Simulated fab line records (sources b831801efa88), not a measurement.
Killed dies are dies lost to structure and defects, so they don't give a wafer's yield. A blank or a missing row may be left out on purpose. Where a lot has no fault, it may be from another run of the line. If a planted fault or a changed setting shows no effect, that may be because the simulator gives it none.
Which tool is to blame? ; flow sky130 ; Sampling: 24 lots, 72 wafers, 4 of 708 route steps

== WHAT THE GAUGES SHOWED, per wafer ==
SKY_LI_CONTACT_THK_MEAS_23: measures by xrf. Usual: for LI_CONTACT_W_THK the level is 394 nm and the standard deviation is 4.6.
lot;measured;on;LI_CONTACT_W_THK (nm);flag
L074;day 29 03:45;film metro-02;393 393 391;
L075;day 29 09:12;film metro-02;391 396 393;
L076;day 30 05:24;film metro-02;390 388 391;
L077;day 30 23:19;film metro-01;387 385 391;
L078;day 31 03:37;film metro-02;396 394 398;
L080;day 31 14:14;film metro-01;392 392 391;
L079;day 31 15:59;film metro-02;398 397 395;
L081;day 31 20:28;film metro-02;398 398 402;
L082;day 32 00:46;film metro-02;396 395 396;
L083;day 32 07:41;film metro-02;394 397 400;
L085;day 33 02:38;film metro-04;398 394 393;
L084;day 33 03:14;film metro-01;400 394 397;
L086;day 33 06:12;film metro-04;383 391 388;
L087;day 33 14:31;film metro-02;396 394 395;
L088;day 34 00:44;film metro-02;402 396 400;
L089;day 34 07:56;film metro-04;388 389 390;
L090;day 34 12:31;film metro-02;403 398 400;
L091;day 34 18:53;film metro-02;394 392 389;
L092;day 35 03:44;film metro-01;402 394 400;
L093;day 35 07:20;film metro-02;397 397 401;
L094;day 35 10:58;film metro-04;389 391 385;
L095;day 35 21:08;film metro-01;390 389 395;
L096;day 36 20:34;film metro-02;389 391 392;
L097;day 36 21:49;film metro-04;397 393 398;

SKY_VIA1_CD_MEAS_12 targets a cd of 150 nm. Usual: cd nm 150.2 nm, standard deviation 1.6.
lot;measured;on;cd nm (nm);flag
L074;day 33 22:38;cd sem-01;148.3 148.8 151.1;
L075;day 34 04:22;cd sem-01;147.5 149.7 147.5;
L076;day 34 22:41;cd sem-01;148.7 151.1 149.1;
L077;day 35 15:32;cd sem-01;149.3 149.4 150.4;
L078;day 35 20:52;cd sem-01;148.8 149.7 148.9;
L080;day 36 08:14;cd sem-02;149.3 149.4 149.1;
L079;day 36 09:16;cd sem-01;148.6 147.9 150.1;
L081;day 36 10:32;cd sem-01;152.8 150.8 151.7;
L082;day 36 17:11;cd sem-02;151.0 151.1 151.1;
L083;day 36 23:59;cd sem-02;151.6 152.6 151.4;
L085;day 37 16:28;cd sem-02;151.3 152.8 152.0;
L084;day 37 18:56;cd sem-02;153.4 152.5 153.3;
L086;day 37 20:23;cd sem-02;151.3 151.7 151.1;
L087;day 38 03:16;cd sem-02;148.4 149.9 149.1;
L088;day 38 16:22;cd sem-01;148.3 146.2 146.6;
L089;day 38 20:10;cd sem-02;149.4 149.6 150.2;
L090;day 39 03:04;cd sem-02;151.8 151.0 150.2;
L091;day 39 07:53;cd sem-01;149.6 149.0 150.1;
L092;day 39 16:13;cd sem-01;151.6 152.0 152.3;
L093;day 39 19:34;cd sem-01;149.0 149.6 151.7;
L094;day 39 23:00;cd sem-02;149.3 149.3 151.0;
L095;day 40 07:58;cd sem-01;149.0 149.7 151.1;
L096;day 41 06:16;cd sem-01;151.1 150.2 150.2;
L097;day 41 06:56;cd sem-02;150.3 149.2 149.5;

== EACH LOT AND THE TOOL THAT RAN IT (in order: tool; ch and the chambers of the sampled wafers; start) ==
lot;SKY_METAL1_SPUTTER_04;SKY_METAL1_METAL_ETCH_19
L074;pvd sputter-03, day 31 13:47;rie metal-01 ch 0,1, day 32 17:30
L075;pvd sputter-02, day 31 21:28;rie metal-02 ch 0, day 33 01:02
L076;pvd sputter-03, day 32 16:07;rie metal-01 ch 0,1, day 33 19:16
L077;pvd sputter-02, day 33 08:04;rie metal-01 ch 0,1, day 34 11:32
L078;pvd sputter-04, day 33 14:15;rie metal-01 ch 0,1, day 34 17:15
L080;pvd sputter-03, day 34 00:52;rie metal-01 ch 0,1, day 35 04:13
L079;pvd sputter-04, day 34 01:56;rie metal-04 ch 1, day 35 05:20
L081;pvd sputter-04, day 34 04:50;rie metal-04 ch 0,1, day 35 06:56
L082;pvd sputter-03, day 34 10:22;rie metal-04 ch 0, day 35 13:07
L083;pvd sputter-03, day 34 17:05;rie metal-02 ch 0,1, day 35 20:13
L085;pvd sputter-03, day 35 10:35;rie metal-01 ch 0,1, day 36 13:02
L084;pvd sputter-04, day 35 12:01;rie metal-02 ch 0,1, day 36 15:19
L086;pvd sputter-03, day 35 13:46;rie metal-02 ch 0, day 36 16:55
L087;pvd sputter-04, day 35 22:03;rie metal-02 ch 0,1, day 37 00:43
L088;pvd sputter-02, day 36 10:52;rie metal-01 ch 0,1, day 37 13:53
L089;pvd sputter-03, day 36 16:02;rie metal-02 ch 0,1, day 37 18:16
L090;pvd sputter-02, day 36 21:33;rie metal-01 ch 1, day 38 00:16
L091;pvd sputter-04, day 37 03:14;rie metal-04 ch 0, day 38 05:49
L092;pvd sputter-04, day 37 12:49;rie metal-02 ch 0,1, day 38 15:08
L093;pvd sputter-02, day 37 15:32;rie metal-01 ch 0,1, day 38 17:29
L094;pvd sputter-02, day 37 19:10;rie metal-01 ch 0,1, day 38 20:39
L095;pvd sputter-04, day 38 04:29;rie metal-02 ch 0,1, day 39 05:41
L096;pvd sputter-04, day 39 04:04;rie metal-02 ch 0,1, day 40 04:40
L097;pvd sputter-02, day 39 04:44;rie metal-04 ch 1, day 40 05:59
- SKY_METAL1_SPUTTER_04: material TiN, target thk 70 nm, time 58.3 s.
- SKY_METAL1_METAL_ETCH_19: etches the open film in Cl2/BCl3, stops on SiO2, target depth 360 nm, time 78 s.

== AS READ BY THE TOOLS THEMSELVES (means over the sampled wafers that have a number; for cases with no such wafer, the mark the record gives instead) ==
SKY_METAL1_SPUTTER_04. Usual: throttle valve pct 30.5 %, standard deviation 1.1.
lot;tool;throttle valve pct (%);flag
L074;pvd sputter-03;29.6;
L075;pvd sputter-02;29.5;
L076;pvd sputter-03;29.7;
L077;pvd sputter-02;30.4;
L078;pvd sputter-04;31.3;
L080;pvd sputter-03;29.7;
L079;pvd sputter-04;31.3;
L081;pvd sputter-04;31.8;
L082;pvd sputter-03;29.7;
L083;pvd sputter-03;29.6;
L085;pvd sputter-03;29.3;
L084;pvd sputter-04;31.1;
L086;pvd sputter-03;29.8;
L087;pvd sputter-04;30.5;
L088;pvd sputter-02;30.5;
L089;pvd sputter-03;30.0;
L090;pvd sputter-02;30.6;
L091;pvd sputter-04;31.9;
L092;pvd sputter-04;31.1;
L093;pvd sputter-02;30.3;
L094;pvd sputter-02;29.3;
L095;pvd sputter-04;31.9;
L096;pvd sputter-04;31.7;
L097;pvd sputter-02;29.5;

SKY_METAL1_METAL_ETCH_19. Usual: drypump motor current A 5.8 A, standard deviation 0.39; oes product au 0.853 a.u., standard deviation 0.0058; rf fwd power W 893.5 W, standard deviation 2.7; throttle valve pct 22.265 %, standard deviation 0.0098.
lot;tool;drypump motor current A (A);oes product au (a.u.);rf fwd power W (W);throttle valve pct (%);flag
L074;rie metal-01;5.5;0.845;891.6;22.267;
L075;rie metal-02;6.3;0.855;890.4;22.269;
L076;rie metal-01;5.5;0.852;894.0;22.261;
L077;rie metal-01;5.6;0.856;893.4;22.269;
L078;rie metal-01;5.6;0.850;894.1;22.270;
L080;rie metal-01;5.5;0.852;894.8;22.264;
L079;rie metal-04;6.5;0.857;896.4;22.265;
L081;rie metal-04;6.3;0.847;895.4;22.278;
L082;rie metal-04;6.1;0.846;893.9;22.266;
L083;rie metal-02;6.0;0.854;894.8;22.264;
L085;rie metal-01;5.5;0.854;892.1;22.254;
L084;rie metal-02;5.7;0.855;894.2;22.265;
L086;rie metal-02;6.2;0.851;895.2;22.264;
L087;rie metal-02;5.7;0.860;894.8;22.267;
L088;rie metal-01;5.6;0.860;893.1;22.251;
L089;rie metal-02;6.0;0.856;894.0;22.253;
L090;rie metal-01;5.6;0.857;895.5;22.260;
L091;rie metal-04;6.1;0.848;895.0;22.258;
L092;rie metal-02;5.7;0.855;892.1;22.260;
L093;rie metal-01;5.5;0.848;893.5;22.266;
L094;rie metal-01;5.6;0.854;892.2;22.270;
L095;rie metal-02;6.0;0.852;895.3;22.256;
L096;rie metal-02;5.9;0.847;891.7;22.265;
L097;rie metal-04;6.5;0.856;894.4;22.266;

== THE ANSWER, worked out from the rows above alone ==
Rule: take the mean of a lot's wafers that have a number; if it is more than 3 standard deviations from the usual mean, the lot is off. Also off: a lot with no number at a reading for which 4 or more lots have one. The other lots that the step has rows for count as sound. Order of review: gauges by route order, followed by the tools' own readings, for which a lot's mean as printed above is used. At the first step where some lot is off, the reading lying furthest off is the one used; lots without a number count as furthest.
Across all readings shown, no lot is off: no conclusion can be drawn from this.

== WHAT HAD BEEN PUT IN BY THE SIMULATOR ==
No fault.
